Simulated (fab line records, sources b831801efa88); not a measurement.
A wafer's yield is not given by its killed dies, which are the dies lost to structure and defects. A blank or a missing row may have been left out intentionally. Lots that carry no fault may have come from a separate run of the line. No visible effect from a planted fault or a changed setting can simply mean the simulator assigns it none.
Which of the tools did it? || flow gf180mcu || 18 wafers from 6 lots sampled at 2 of the route's 602 steps

WHAT EACH GAUGE READ, for each wafer
GF_LVPWELL_OVL_MEAS_07.
{"lot": "L589", "measured": "day 4 09:55", "on": "overlay-02", "LVPWELL_OVL (nm)": "1.6 -1.1 -0.8"}
{"lot": "L591", "measured": "day 4 16:53", "on": "overlay-02", "LVPWELL_OVL (nm)": "0.1 0.1 0.2"}
{"lot": "L603", "measured": "day 7 18:31", "on": "overlay-01", "LVPWELL_OVL (nm)": "0.4 1.1 0.6"}
{"lot": "L604", "measured": "day 8 10:13", "on": "overlay-01", "LVPWELL_OVL (nm)": "-1.4 -1.0 0.3"}
{"lot": "L607", "measured": "day 8 17:37", "on": "overlay-02", "LVPWELL_OVL (nm)": "3.5 2.3 4.4"}
{"lot": "L608", "measured": "day 9 01:44", "on": "overlay-01", "LVPWELL_OVL (nm)": "-1.6 -2.9 -3.5"}

WHICH TOOL RAN EACH LOT (tool, then ch and the chambers of the sampled wafers, then the start)
{"lot": "L589", "GF_LVPWELL_EXPOSE_04": "iline_stepper-02 ch 0, day 4 03:26"}
{"lot": "L591", "GF_LVPWELL_EXPOSE_04": "iline_stepper-01 ch 0, day 4 10:43"}
{"lot": "L603", "GF_LVPWELL_EXPOSE_04": "iline_stepper-02 ch 0, day 7 11:06"}
{"lot": "L604", "GF_LVPWELL_EXPOSE_04": "iline_stepper-01 ch 0, day 8 02:05"}
{"lot": "L607", "GF_LVPWELL_EXPOSE_04": "iline_stepper-02 ch 0, day 8 09:28"}
{"lot": "L608", "GF_LVPWELL_EXPOSE_04": "iline_stepper-02 ch 0, day 8 17:42"}
- GF_LVPWELL_EXPOSE_04: exposes mask LVPWELL, target cd 600 nm.

THE ANSWER, worked out from the rows above alone
Rule: usual is defined by the lots themselves. The widest of any qualifying gaps counts: lots, ordered by their means at a reading, are off when they make up no more than a third of the lots, leave a main group of 4 or more, and stand apart from it by 3 or more times the standard deviation of that group's means. A main group is skipped when, at the precision printed for the reading in the tables above, its means are all equal. Also off: a lot with no number at a reading for which 4 or more lots have one. All remaining lots with rows at the step are treated as sound.
None of the lots is off at any reading shown; this tells nothing.

WHAT WAS PUT IN BY THE SIMULATOR
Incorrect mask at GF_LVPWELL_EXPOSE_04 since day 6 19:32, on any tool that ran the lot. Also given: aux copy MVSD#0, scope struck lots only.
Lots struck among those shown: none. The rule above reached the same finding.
